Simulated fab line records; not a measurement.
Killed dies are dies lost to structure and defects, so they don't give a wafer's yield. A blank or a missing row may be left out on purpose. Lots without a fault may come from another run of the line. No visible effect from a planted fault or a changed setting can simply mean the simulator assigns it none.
Which tool was responsible? / flow gf180mcu / 11 lots with 33 wafers sampled at 5 steps, on a route of 602 steps

## WHAT THE GAUGES SHOWED, per wafer
GF_V2_RS_MEAS_24: measurement is done with a four-point probe.
lot=L421; measured=day 20 10:03; on=film metro-04; V2_W_RS (ohm/sq)=0.3293 0.3292 0.3240
lot=L422; measured=day 20 22:08; on=film metro-01; V2_W_RS (ohm/sq)=0.3257 0.3267 0.3275
lot=L426; measured=day 22 05:59; on=film metro-01; V2_W_RS (ohm/sq)=0.3279 0.3269 0.3736
lot=L427; measured=day 22 20:06; on=film metro-03; V2_W_RS (ohm/sq)=0.3297 0.3680 0.3713
lot=L438; measured=day 26 06:18; on=film metro-04; V2_W_RS (ohm/sq)=0.3279 0.3300 0.3326
lot=L439; measured=day 26 13:03; on=film metro-04; V2_W_RS (ohm/sq)=0.3275 0.3296 0.3334
lot=L440; measured=day 27 03:40; on=film metro-04; V2_W_RS (ohm/sq)=0.3258 0.3283 0.3282
lot=L441; measured=day 27 09:08; on=film metro-04; V2_W_RS (ohm/sq)=0.3315 0.3331 0.3300
lot=L442; measured=day 27 12:47; on=film metro-01; V2_W_RS (ohm/sq)=0.3271 0.3292 0.3242
lot=L443; measured=day 27 14:28; on=film metro-01; V2_W_RS (ohm/sq)=0.3249 0.3279 0.3294
lot=L444; measured=day 28 01:48; on=film metro-03; V2_W_RS (ohm/sq)=0.3246 0.3251 0.3285

GF_V2_THK_MEAS_25: measures by xrf.
lot=L421; measured=day 20 10:10; on=film metro-04; V2_W_THK (nm)=338 340 345
lot=L422; measured=day 20 22:16; on=film metro-01; V2_W_THK (nm)=356 354 352
lot=L426; measured=day 22 06:07; on=film metro-01; V2_W_THK (nm)=351 351 311
lot=L427; measured=day 22 20:13; on=film metro-03; V2_W_THK (nm)=343 308 303
lot=L438; measured=day 26 06:24; on=film metro-04; V2_W_THK (nm)=339 339 336
lot=L439; measured=day 26 13:10; on=film metro-04; V2_W_THK (nm)=340 337 334
lot=L440; measured=day 27 03:47; on=film metro-04; V2_W_THK (nm)=346 341 343
lot=L441; measured=day 27 09:16; on=film metro-04; V2_W_THK (nm)=340 339 341
lot=L442; measured=day 27 12:54; on=film metro-01; V2_W_THK (nm)=352 349 356
lot=L443; measured=day 27 14:35; on=film metro-01; V2_W_THK (nm)=355 352 350
lot=L444; measured=day 28 01:55; on=film metro-03; V2_W_THK (nm)=346 347 342

## TOOL THAT RAN EACH LOT (tool first, then ch and the chambers of the sampled wafers, then the start)
lot=L421; GF_V2_ETCH_16=rie diel-04 ch 2,3, day 20 09:09; GF_V2_ETCH_17=rie diel-04 ch 2,3, day 20 09:55 or earlier; GF_V2_CVD_23=cvd w-01 ch 0,1, day 20 09:55
lot=L422; GF_V2_ETCH_16=rie diel-03 ch 0,2, day 20 21:16; GF_V2_ETCH_17=rie diel-03 ch 0,2, day 20 22:01 or earlier; GF_V2_CVD_23=cvd w-02 ch 0,1, day 20 22:01
lot=L426; GF_V2_ETCH_16=rie diel-04 ch 1,3, day 22 05:07; GF_V2_ETCH_17=rie diel-04 ch 1,3, day 22 05:52 or earlier; GF_V2_CVD_23=cvd w-02 ch 0,1, day 22 05:52
lot=L427; GF_V2_ETCH_16=rie diel-04 ch 0,1,3, day 22 18:53; GF_V2_ETCH_17=rie diel-04 ch 0,1,3, day 22 19:59 or earlier; GF_V2_CVD_23=cvd w-02 ch 0,1, day 22 19:59
lot=L438; GF_V2_ETCH_16=rie diel-01 ch 0,1,2, day 26 05:21; GF_V2_ETCH_17=rie diel-01 ch 0,1,2, day 26 06:11 or earlier; GF_V2_CVD_23=cvd w-01 ch 0,1, day 26 06:11
lot=L439; GF_V2_ETCH_16=rie diel-01 ch 1,3, day 26 12:11; GF_V2_ETCH_17=rie diel-01 ch 1,3, day 26 12:56 or earlier; GF_V2_CVD_23=cvd w-02 ch 0,1, day 26 12:56
lot=L440; GF_V2_ETCH_16=rie diel-03 ch 2,3, day 27 02:46; GF_V2_ETCH_17=rie diel-03 ch 2,3, day 27 03:34 or earlier; GF_V2_CVD_23=cvd w-02 ch 0,1, day 27 03:34
lot=L441; GF_V2_ETCH_16=rie diel-04 ch 0,2,3, day 27 08:14; GF_V2_ETCH_17=rie diel-04 ch 0,2,3, day 27 09:00 or earlier; GF_V2_CVD_23=cvd w-02 ch 0,1, day 27 09:00
lot=L442; GF_V2_ETCH_16=rie diel-03 ch 0,1,3, day 27 11:54; GF_V2_ETCH_17=rie diel-03 ch 0,1,3, day 27 12:40 or earlier; GF_V2_CVD_23=cvd w-01 ch 0,1, day 27 12:40
lot=L443; GF_V2_ETCH_16=rie diel-01 ch 1,2,3, day 27 13:34; GF_V2_ETCH_17=rie diel-01 ch 1,2,3, day 27 14:21 or earlier; GF_V2_CVD_23=cvd w-02 ch 0,1, day 27 14:21
lot=L444; GF_V2_ETCH_16=rie diel-04 ch 1,2,3, day 28 00:55; GF_V2_ETCH_17=rie diel-04 ch 1,2,3, day 28 01:40 or earlier; GF_V2_CVD_23=cvd w-01 ch 0,1, day 28 01:40
- GF_V2_ETCH_16: etches BARC in N2/H2.
- GF_V2_ETCH_17: etches SiO2 in C4F8/O2/Ar, stops on TiN, target depth 630 nm.
- GF_V2_CVD_23: deposits W, target thk 350 nm, time 104.94 s.

## WHAT THE TOOLS THEMSELVES READ (means of the sampled wafers that have a number; where no wafer has one, the mark that the record gives instead)
GF_V2_ETCH_16.
lot=L421; tool=rie diel-04; drypump motor current A (A)=6.4; oes product au (a.u.)=0.853; throttle valve pct (%)=13.225
lot=L422; tool=rie diel-03; drypump motor current A (A)=5.3; oes product au (a.u.)=0.859; throttle valve pct (%)=13.231
lot=L426; tool=rie diel-04; drypump motor current A (A)=6.0; oes product au (a.u.)=0.855; throttle valve pct (%)=13.234
lot=L427; tool=rie diel-04; drypump motor current A (A)=5.7; oes product au (a.u.)=0.855; throttle valve pct (%)=13.223
lot=L438; tool=rie diel-01; drypump motor current A (A)=5.4; oes product au (a.u.)=0.854; throttle valve pct (%)=13.219
lot=L439; tool=rie diel-01; drypump motor current A (A)=5.5; oes product au (a.u.)=0.854; throttle valve pct (%)=13.227
lot=L440; tool=rie diel-03; drypump motor current A (A)=5.0; oes product au (a.u.)=0.853; throttle valve pct (%)=13.221
lot=L441; tool=rie diel-04; drypump motor current A (A)=6.0; oes product au (a.u.)=0.851; throttle valve pct (%)=13.238
lot=L442; tool=rie diel-03; drypump motor current A (A)=5.4; oes product au (a.u.)=0.856; throttle valve pct (%)=13.227
lot=L443; tool=rie diel-01; drypump motor current A (A)=5.3; oes product au (a.u.)=0.858; throttle valve pct (%)=13.216
lot=L444; tool=rie diel-04; drypump motor current A (A)=6.2; oes product au (a.u.)=0.856; throttle valve pct (%)=13.224

GF_V2_ETCH_17.
lot=L421; tool=rie diel-04; oes product au (a.u.)=0.848
lot=L422; tool=rie diel-03; oes product au (a.u.)=0.856
lot=L426; tool=rie diel-04; oes product au (a.u.)=0.853
lot=L427; tool=rie diel-04; oes product au (a.u.)=0.855
lot=L438; tool=rie diel-01; oes product au (a.u.)=0.860
lot=L439; tool=rie diel-01; oes product au (a.u.)=0.856
lot=L440; tool=rie diel-03; oes product au (a.u.)=0.854
lot=L441; tool=rie diel-04; oes product au (a.u.)=0.859
lot=L442; tool=rie diel-03; oes product au (a.u.)=0.850
lot=L443; tool=rie diel-01; oes product au (a.u.)=0.860
lot=L444; tool=rie diel-04; oes product au (a.u.)=0.853

GF_V2_CVD_23.
lot=L421; tool=cvd w-01; heater power w (W)=739
lot=L422; tool=cvd w-02; heater power w (W)=910
lot=L426; tool=cvd w-02; heater power w (W)=906
lot=L427; tool=cvd w-02; heater power w (W)=884
lot=L438; tool=cvd w-01; heater power w (W)=799
lot=L439; tool=cvd w-02; heater power w (W)=915
lot=L440; tool=cvd w-02; heater power w (W)=894
lot=L441; tool=cvd w-02; heater power w (W)=878
lot=L442; tool=cvd w-01; heater power w (W)=794
lot=L443; tool=cvd w-02; heater power w (W)=917
lot=L444; tool=cvd w-01; heater power w (W)=758

## THE ANSWER, worked out from the rows above alone
Rule: the usual values come from the lots themselves. The widest of any qualifying gaps counts: lots, ordered by their means at a reading, are off when they make up no more than a third of the lots, leave a main group of 4 or more, and stand apart from it by 3 or more times the standard deviation of that group's means. Not used: any main group whose means are identical at the precision the tables above print for the reading. A lot without any number at a reading at which 4 lots or more have one is off too. All remaining lots with rows at the step are treated as sound. The gauges are gone through in route order, then the tools' own readings, and for those a lot's mean is taken as printed above. At the first step where some lot is off, the reading lying furthest off is the one used; lots without a number count as furthest.
Off: L426, L427, seen at GF_V2_RS_MEAS_24 (V2_W_RS). The main group: mean 0.3282 ohm/sq, standard deviation 0.0018.
A tool fits if, at a process step before that reading, it ran every lot that is off, and no sound lot after the first of them. Gauges at GF_V2_RS_MEAS_24: tried the same way as those tools. GF_V2_ETCH_17: start missing for some lots; hours and lot order therefore follow GF_V2_CVD_23. Of those tried, none fits.

## WHAT HAD BEEN PUT IN BY THE SIMULATOR
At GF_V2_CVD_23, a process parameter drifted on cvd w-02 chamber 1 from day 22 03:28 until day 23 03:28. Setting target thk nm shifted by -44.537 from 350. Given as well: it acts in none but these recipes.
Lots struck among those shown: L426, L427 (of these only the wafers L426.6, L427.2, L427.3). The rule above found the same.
